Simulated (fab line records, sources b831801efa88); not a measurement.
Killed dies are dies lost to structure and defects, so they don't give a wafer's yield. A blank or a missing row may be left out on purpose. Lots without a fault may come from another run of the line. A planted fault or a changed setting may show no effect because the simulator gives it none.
Tool commonality check | flow sky130 | 11 lots, 33 wafers sampled

WHY IT WAS OPENED
At SKY_NWELL_THK_MEAS_02 the reading NWELL_OXIDATION_THK is flagged on 2 of 11 lots. Wafers without a fault read 10.03 nm, standard deviation 0.18.
Rule: a lot is flagged when every wafer of it that has a number lies more than 4 standard deviations from that mean, or none has a number. The other lots count as sound.

lot  | measured    | on            | NWELL_OXIDATION_THK (nm), wafer by wafer | flag
L530 | day 2 11:23 | film_metro-01 | 9.68 9.86 9.88                           |
L532 | day 3 00:49 | film_metro-02 | 10.12 10.08 10.20                        |
L533 | day 3 06:10 | film_metro-01 | 10.42 10.17 10.09                        |
L534 | day 3 10:44 | film_metro-01 | 9.96 9.84 9.84                           |
L536 | day 3 21:28 | film_metro-01 | 10.09 9.85 10.15                         |
L539 | day 4 09:44 | film_metro-03 | 10.14 9.94 9.99                          |
L541 | day 4 20:29 | film_metro-03 | 10.06 10.20 10.02                        |
L542 | day 5 05:44 | film_metro-03 | 11.99 12.09 11.81                        | FLAGGED
L543 | day 5 08:37 | film_metro-03 | 11.99 12.21 12.01                        | FLAGGED
L546 | day 6 03:38 | film_metro-01 | 10.01 10.10 10.18                        |
L553 | day 7 15:06 | film_metro-02 | 10.27 10.16 10.11                        |
The numbers of the flagged lots are 12.02 nm on average: +1.99 nm against the usual, or +11 standard deviations.

WHICH TOOL RAN EACH LOT
The record holds 1 process step before the reading, out of a route of 708 steps. In each cell: the tool, then ch and the chambers that the sampled wafers went through, then the start.
lot  | flag    | SKY_NWELL_OXIDATION_01
L530 |         | furnace-02 ch 0, day 2 09:59
L532 |         | furnace-02 ch 0, day 2 23:25
L533 |         | furnace-01 ch 0, day 3 04:46
L534 |         | furnace-01 ch 0, day 3 09:20
L536 |         | furnace-01 ch 0, day 3 20:05
L539 |         | furnace-01 ch 0, day 4 08:20
L541 |         | furnace-01 ch 0, day 4 19:05
L542 | FLAGGED | furnace-01 ch 0, day 5 04:19
L543 | FLAGGED | furnace-01 ch 0, day 5 07:14
L546 |         | furnace-02 ch 0, day 6 02:13
L553 |         | furnace-02 ch 0, day 7 13:43
What these steps do:
- SKY_NWELL_OXIDATION_01: stabilise 600 s, purge 300 s, target thk 10 nm.
- SKY_NWELL_THK_MEAS_02

FLAGGED OVER TOTAL, TOOL BY TOOL (the gauges that took the reading come last)
step                   | tool          | lots run | flagged | share of the flagged lots | sound lots run after its first flagged lot
SKY_NWELL_OXIDATION_01 | furnace-01    | 7        | 2       | all                       | 0
SKY_NWELL_OXIDATION_01 | furnace-02    | 4        | 0       | none                      | -
SKY_NWELL_THK_MEAS_02  | film_metro-01 | 5        | 0       | none                      | -
SKY_NWELL_THK_MEAS_02  | film_metro-02 | 2        | 0       | none                      | -
SKY_NWELL_THK_MEAS_02  | film_metro-03 | 4        | 2       | all                       | 0

WHAT THE TABLE ALLOWS
2 rows of the table ran every flagged lot: furnace-01 at SKY_NWELL_OXIDATION_01, film_metro-03 at SKY_NWELL_THK_MEAS_02.
- furnace-01 at SKY_NWELL_OXIDATION_01: 2 of its 7 lots flagged. Its last sound lot is L541 (day 4 19:05), its first flagged lot L542 (day 5 04:19): a fault that began between those two fits. Its own readings lie more than 4 standard deviations out on every wafer of the flagged lots: spike_tc_bottom_C, spike_tc_centre_C, spike_tc_lower_C, spike_tc_top_C, spike_tc_upper_C, tube_center_temp_C, tube_center_temp_C_max.
- film_metro-03 at SKY_NWELL_THK_MEAS_02: 2 of its 4 lots flagged. Its last sound lot is L541 (day 4 20:29), its first flagged lot L542 (day 5 05:44): a fault that began between those two fits.
Counting lots can't tell these 2 tools apart, because each fits a fault that began at some hour. More lots, or a look at what each step does to the wafer, might.

WHAT THE SIMULATOR HAD PUT IN
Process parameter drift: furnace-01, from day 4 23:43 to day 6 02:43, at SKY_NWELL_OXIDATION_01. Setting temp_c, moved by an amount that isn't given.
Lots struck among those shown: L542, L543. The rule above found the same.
